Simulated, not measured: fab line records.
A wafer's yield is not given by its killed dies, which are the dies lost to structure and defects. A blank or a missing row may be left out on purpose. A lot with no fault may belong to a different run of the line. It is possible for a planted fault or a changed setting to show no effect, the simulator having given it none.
What tool caused it? ; flow gf180mcu ; 6 lots with 18 wafers sampled at 3 steps, on a route of 602 steps

== WHAT THE GAUGES READ, wafer by wafer ==
GF_V2_THK_MEAS_03.
lot;measured;on;V2_CVD_02_THK (nm)
L631;day 20 00:21;film-metro-04;847 856 844
L635;day 21 13:19;film-metro-02;845 868 852
L641;day 23 15:40;film-metro-04;795 808 817
L646;day 25 20:26;film-metro-02;852 858 872
L649;day 26 07:50;film-metro-02;844 855 839
L651;day 27 01:25;film-metro-04;843 840 862

== EACH LOT AND THE TOOL THAT RAN IT (in order: tool; ch and the chambers of the sampled wafers; start) ==
lot;GF_V1_CVD_23;GF_V2_CVD_02
L631;cvd-w-02 ch 0,1, day 18 22:01;pecvd-04 ch 0,1,2, day 20 00:17
L635;cvd-w-02 ch 0,1, day 20 11:35;pecvd-01 ch 0,1,2, day 21 13:14
L641;cvd-w-01 ch 0,1, day 22 15:18;pecvd-01 ch 1,2, day 23 15:34
L646;cvd-w-01 ch 0,1, day 24 21:23;pecvd-01 ch 0,1,2, day 25 20:23
L649;cvd-w-01 ch 1, day 25 09:37;pecvd-03 ch 0,1, day 26 07:46
L651;cvd-w-02 ch 0,1, day 26 02:17;pecvd-03 ch 0,2, day 27 01:20
- GF_V1_CVD_23: deposits W, target thk 350 nm, time 105.05 s.
- GF_V2_CVD_02: deposits SiO2 from TEOS, target thk 850 nm, time 94.851 s.

== THE ANSWER, worked out from the rows above alone ==
Rule: the lots themselves supply what counts as usual. The widest of any qualifying gaps counts: lots, ordered by their means at a reading, are off when they make up no more than a third of the lots, leave a main group of 4 or more, and stand apart from it by 3 or more times the standard deviation of that group's means. Not used: any main group whose means are identical at the precision the tables above print for the reading. A lot without any number at a reading at which 4 lots or more have one is off too. Where the step has rows for the other lots, those lots are counted as sound.
Off: L641, seen at GF_V2_THK_MEAS_03 (V2_CVD_02_THK). The main group: mean 852 nm, standard deviation 5.3.
If a tool, at a process step before that reading, ran all the lots that are off and no sound lot after the first of them, it fits. Gauges at GF_V2_THK_MEAS_03: tried the same way as those tools. No candidate that was tried fits.

== WHAT THE SIMULATOR HAD INSERTED ==
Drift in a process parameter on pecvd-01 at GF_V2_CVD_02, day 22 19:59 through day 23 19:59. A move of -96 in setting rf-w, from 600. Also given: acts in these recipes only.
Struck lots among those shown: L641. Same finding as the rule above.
